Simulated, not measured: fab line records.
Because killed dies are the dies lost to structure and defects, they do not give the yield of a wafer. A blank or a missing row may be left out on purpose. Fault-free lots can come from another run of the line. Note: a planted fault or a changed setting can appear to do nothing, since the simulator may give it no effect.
Problem report, 8D (eight disciplines) form, completed by code ; flow sky130 ; the parts of the form that need people (team, actions taken, sign-off) are left out

## 1. THE ISSUE
At SKY_LI_CONTACT_ETCH_14, rf_fwd_power_W averages 695.6 W over 6 wafers from 2 lots, while fault-free wafers read 495.7 W, standard deviation 1.8. So: +99 or more standard deviations from the usual mean.
The step: etches BARC in N2/H2, stops on SiO2, time 45.9 s, target depth 60 nm.
First seen on wafer L459.1, day 31 23:09, on rie_diel-01. The record has a number at this step for 33 wafers belonging to 11 lots. Rule for "out", or "out of limits": more than 4 standard deviations from the usual mean. The other wafers with a number count as sound.

## 2. WHAT IT IS, AND WHAT IT ISN'T
question;is;is not
which readings at this step;rf_fwd_power_W;drypump_motor_current_A, oes_product_au, throttle_valve_pct
which lots;L459, L460;L455, L457, L461, L469, L470, L471, L472, L473, L475
which wafers of those lots;all that have a number;-
read on which tools;rie_diel-01;rie_diel-02, rie_diel-03
when;from day 31 23:09;"up to then (6 sound wafers); but 21 sound wafers of L461, L469, L470, L471, L472, L473, L475 came after"

## 3. WHAT RULES OUT EACH SUSPECT
Counting: a tool stays on the suspect list if, at a process step up to the reading, it processed all lots that are out and no sound lot following the first of them.
- rie_diel-01 at SKY_LI_CONTACT_ETCH_14 (etches BARC in N2/H2, stops on SiO2, time 45.9 s, target depth 60 nm): ruled out as a lasting fault. Following L459 (day 31 23:09), the first lot on it that is out, the sound lots L469, L470, L472, L473 were run on it.
Left after counting: nothing in the record.

## 4. THE CAUSE (what the simulator had put in)
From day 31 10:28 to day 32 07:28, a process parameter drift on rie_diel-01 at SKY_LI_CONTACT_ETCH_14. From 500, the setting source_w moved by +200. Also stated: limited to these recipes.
Counting ruled it out, wrongly.

## 5. THE CHAIN OF EFFECTS, in route order
One row per reading whose mean, taken over the struck wafers that have a number, lies over 3 standard deviations from the usual. Readings are gone through only where the record gives a usual standard deviation; hours: the median, over the lots, of the time from a lot's start at the first step in this table giving one to that lot's start at this step; sigmas: the change measured in usual standard deviations.
hours;step;reading;usual;on struck wafers;change;sigmas
0;SKY_LI_CONTACT_ETCH_14;rf_fwd_power_W;495.7 W;695.6;+199.9;+99 or more
0;SKY_LI_CONTACT_STRIP_16;strip_time_to_endpoint_s;3.49 s;3.36;-0.13;-4.1
The process steps in it:
- SKY_LI_CONTACT_ETCH_14: etches BARC in N2/H2, stops on SiO2, time 45.9 s, target depth 60 nm.
- SKY_LI_CONTACT_STRIP_16: strips in O2/N2.
At these later measuring or inspecting steps, every struck wafer for which the step has a row has a number for every such reading, and none has moved that far: SKY_CONTACT_BOW_MEAS_05.

## 6. WHAT WOULD HAVE CAUGHT IT SOONER
The fault began at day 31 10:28; the first out-of-limits reading in this record came at day 31 23:09, 13 hours later.
